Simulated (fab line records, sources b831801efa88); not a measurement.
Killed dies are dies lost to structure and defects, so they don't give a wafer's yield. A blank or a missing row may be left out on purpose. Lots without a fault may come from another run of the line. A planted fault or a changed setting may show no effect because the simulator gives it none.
Tool commonality check | flow sky130 | 11 lots, 33 wafers sampled

WHY IT WAS OPENED
At SKY_SD_P_TW_MEAS_11 the reading SD_P_TW is flagged on 2 of 11 lots. Wafers without a fault read 2844, standard deviation 18.
Rule: a lot is flagged when every wafer of it that has a number lies more than 4 standard deviations from that mean, or none has a number. The other lots count as sound.

lot  | measured     | on            | SD_P_TW, wafer by wafer | flag
L569 | day 25 17:43 | film_metro-01 | 2800 2827 2813          |
L570 | day 26 06:29 | film_metro-02 | 2848 2867 2847          |
L571 | day 26 19:17 | film_metro-02 | 2856 2845 2844          |
L578 | day 29 00:17 | film_metro-02 | 2829 2865 2840          |
L579 | day 29 04:14 | film_metro-02 | 2854 2867 2843          |
L580 | day 29 13:02 | film_metro-04 | 2859 2855 2859          |
L582 | day 30 02:22 | film_metro-04 | 2855 2852 2828          |
L581 | day 30 06:39 | film_metro-02 | 2862 2849 2847          |
L588 | day 32 08:02 | film_metro-02 | 2656 2664 2658          | FLAGGED
L590 | day 32 13:54 | film_metro-02 | 2661 2653 2668          | FLAGGED
L592 | day 33 09:00 | film_metro-02 | 2835 2837 2854          |
The numbers of the flagged lots are 2660 on average: -184 against the usual, or -10 standard deviations.

WHICH TOOL RAN EACH LOT
The record holds 2 process steps before the reading, out of a route of 708 steps. In each cell: the tool, then ch and the chambers that the sampled wafers went through, then the start.
lot  | flag    | SKY_SD_P_IMPLANT_09             | SKY_SD_P_STRIP_10
L569 |         | implanter-04 ch 0, day 25 17:28 | plasma_asher-04 ch 1, day 25 17:37
L570 |         | implanter-04 ch 0, day 26 06:14 | plasma_asher-02 ch 0,1, day 26 06:23
L571 |         | implanter-01 ch 0, day 26 19:02 | plasma_asher-01 ch 0,1, day 26 19:11
L578 |         | implanter-01 ch 0, day 29 00:03 | plasma_asher-01 ch 0,1, day 29 00:10
L579 |         | implanter-04 ch 0, day 29 03:59 | plasma_asher-01 ch 0,1, day 29 04:08
L580 |         | implanter-01 ch 0, day 29 12:47 | plasma_asher-02 ch 0,1, day 29 12:56
L582 |         | implanter-04 ch 0, day 30 01:58 | plasma_asher-01 ch 0,1, day 30 02:16
L581 |         | implanter-01 ch 0, day 30 06:25 | plasma_asher-01 ch 0,1, day 30 06:32
L588 | FLAGGED | implanter-04 ch 0, day 32 07:49 | plasma_asher-02 ch 0,1, day 32 07:57
L590 | FLAGGED | implanter-04 ch 0, day 32 13:40 | plasma_asher-04 ch 1, day 32 13:47
L592 |         | implanter-01 ch 0, day 33 08:47 | plasma_asher-02 ch 0,1, day 33 08:54
What these steps do:
- SKY_SD_P_IMPLANT_09
- SKY_SD_P_STRIP_10: strips in O2/N2.
- SKY_SD_P_TW_MEAS_11

FLAGGED OVER TOTAL, TOOL BY TOOL (the gauges that took the reading come last)
step                | tool            | lots run | flagged | share of the flagged lots | sound lots run after its first flagged lot
SKY_SD_P_IMPLANT_09 | implanter-01    | 5        | 0       | none                      | -
SKY_SD_P_IMPLANT_09 | implanter-04    | 6        | 2       | all                       | 0
SKY_SD_P_STRIP_10   | plasma_asher-01 | 5        | 0       | none                      | -
SKY_SD_P_STRIP_10   | plasma_asher-02 | 4        | 1       | some                      | 1 (L592)
SKY_SD_P_STRIP_10   | plasma_asher-04 | 2        | 1       | some                      | 0
SKY_SD_P_TW_MEAS_11 | film_metro-01   | 1        | 0       | none                      | -
SKY_SD_P_TW_MEAS_11 | film_metro-02   | 8        | 2       | all                       | 1 (L592)
SKY_SD_P_TW_MEAS_11 | film_metro-04   | 2        | 0       | none                      | -

WHAT THE TABLE ALLOWS
2 rows of the table ran every flagged lot: implanter-04 at SKY_SD_P_IMPLANT_09, film_metro-02 at SKY_SD_P_TW_MEAS_11.
- implanter-04 at SKY_SD_P_IMPLANT_09: 2 of its 6 lots flagged. Its last sound lot is L582 (day 30 01:58), its first flagged lot L588 (day 32 07:49): a fault that began between those two fits. Its own readings lie more than 4 standard deviations out on every wafer of the flagged lots: beam_energy_keV.
- film_metro-02 at SKY_SD_P_TW_MEAS_11: 2 of its 8 lots flagged. Sound lots ran on it after the first flagged one (L592), which a lasting fault on the whole tool wouldn't allow.
One tool is left: implanter-04 at SKY_SD_P_IMPLANT_09.

WHAT THE SIMULATOR HAD PUT IN
Process parameter drift: implanter-04, from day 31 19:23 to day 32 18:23, at SKY_SD_P_IMPLANT_09. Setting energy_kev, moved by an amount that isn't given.
Lots struck among those shown: L588, L590. The rule above found the same.
